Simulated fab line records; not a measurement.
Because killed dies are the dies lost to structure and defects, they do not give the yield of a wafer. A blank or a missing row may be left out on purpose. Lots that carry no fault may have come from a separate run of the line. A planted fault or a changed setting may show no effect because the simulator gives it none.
A struck lot beside a sound one + flow sfq_line + 17 steps out of a route of 325
Sound: the wafers L517.3, L517.4, L517.5. Struck: wafer L526.1; the same lot's L526.2 was not struck, so it is left out; see the end for the cause.
Per side, at each step with rows, come the tool, then ch with its chambers, and then its first start. Under that, the readings that differ: sound wafers + struck wafers + difference of the means + sigmas: that difference in standard deviations of wafers without a fault.
alike: readings whose means differ by less than 2 such deviations, and words and numbers that are the same on both sides. not compared: withheld readings, readings that some wafer has no value for, bounds like >300 that may hide the same value, and numbers for which the record gives no deviation and whose values overlap.
A row with sigmas, a row that says differs or no value, or rows on one side alone: a step with any of these is where the two part. Non-overlapping numbers with no deviation appear without sigmas and do not part them. A reading missing from all wafers of one side parts the sides only when that side holds two or more wafers.

SFQ_TRILAYER_I7_VIA_STRIP_STRIP_191: strips in O2.
  sound on rie_metal-01 ch 0,1, day 75 02:11; struck on rie_metal-02 ch 0, day 78 23:52
| reading                | sound | struck | difference                   | sigmas |
|------------------------|-------|--------|------------------------------|--------|
| rf_hours_counter_h (h) | - - - | 121    | no value on the sound wafers |        |
  alike: chamber_pressure_mTorr, drypump_motor_current_A, oes_product_au
then, 8 steps without rows for these wafers: SFQ_TRILAYER_I7_VIA_STRIP_SOLV_CLEAN_192 (cleans in NMP, time 600 s); SFQ_TRILAYER_M8_LITHO_LOR_COAT_197; SFQ_TRILAYER_M8_LITHO_LOR_BAKE_198; SFQ_TRILAYER_M8_LITHO_COAT_193 (resist thk 600 nm); SFQ_TRILAYER_M8_LITHO_SOFTBAKE_199; SFQ_TRILAYER_M8_LITHO_EXPOSE_194 (exposes mask M8, target cd 2000 nm); SFQ_TRILAYER_M8_LITHO_PEB_196 (peb time 60 s); SFQ_TRILAYER_M8_LITHO_DEVELOP_195 (img clear 15 s, time 55 s).
SFQ_M8_OVL_MEAS_948:
  sound on overlay-02 at day 76 01:39; struck on overlay-02 at day 80 08:23
  alike: M8_OVL
then, 2 steps without rows for these wafers: SFQ_TRILAYER_M8_DEP_EVAP_197 (material Ti, target thk 20 nm, time 100 s); SFQ_TRILAYER_M8_DEP_EVAP_198 (material Pt, target thk 50 nm, time 250 s).
SFQ_TRILAYER_M8_DEP_EVAP_196: material Au, target thk 180 nm, time 900 s.
  sound on pvd_sputter-01 at day 76 01:56; struck on pvd_sputter-01 at day 80 08:39
| reading                                          | sound             | struck | difference | sigmas |
|--------------------------------------------------|-------------------|--------|------------|--------|
| model.Au_of_TRILAYER_M8_DEP_EVAP_196.thk_nm (nm) | 176.1 176.8 175.7 | 72.56  | -103.64    |        |
  alike: cathode_dc_power_W
SFQ_M8_RS_MEAS_949: a four-point-probe measurement.
  sound on film_metro-01 at day 76 02:34; struck on film_metro-02 at day 80 09:10
| reading           | sound                | struck | difference | sigmas      |
|-------------------|----------------------|--------|------------|-------------|
| M8_AU_RS (ohm/sq) | 0.1570 0.1563 0.1571 | 0.4079 | +0.2511    | +99 or more |
SFQ_M8_THK_MEAS_950: measures by xrf.
  sound on film_metro-01 at day 76 02:40; struck on film_metro-02 at day 80 09:17
| reading        | sound             | struck | difference | sigmas |
|----------------|-------------------|--------|------------|--------|
| M8_AU_THK (nm) | 172.9 174.2 173.2 | 71.4   | -102.0     | -60    |
then, 1 step without rows for these wafers: SFQ_TRILAYER_M8_LIFTOFF_LIFTOFF_197 (chemistry NMP, time 600 s).
SFQ_M8_BOW_MEAS_951:
  sound on film_metro-01 at day 76 02:55; struck on film_metro-04 at day 80 09:31
| reading                 | sound               | struck | difference | sigmas |
|-------------------------|---------------------|--------|------------|--------|
| M8_BOW (um)             | -1 7 17             | 32     | +24        | +2     |
| model.etest.i7.link_ohm | 1.055 1.069 1.058   | 1.273  | +0.212     |        |
| model.etest.m8.ohm_sq   | 0.157 0.1564 0.1573 | 0.381  | +0.224     |        |

== WHERE THEY PART ==
Last at SFQ_M8_BOW_MEAS_951 as far as this record goes, first at SFQ_TRILAYER_I7_VIA_STRIP_STRIP_191.

WHY: what the simulator had put in
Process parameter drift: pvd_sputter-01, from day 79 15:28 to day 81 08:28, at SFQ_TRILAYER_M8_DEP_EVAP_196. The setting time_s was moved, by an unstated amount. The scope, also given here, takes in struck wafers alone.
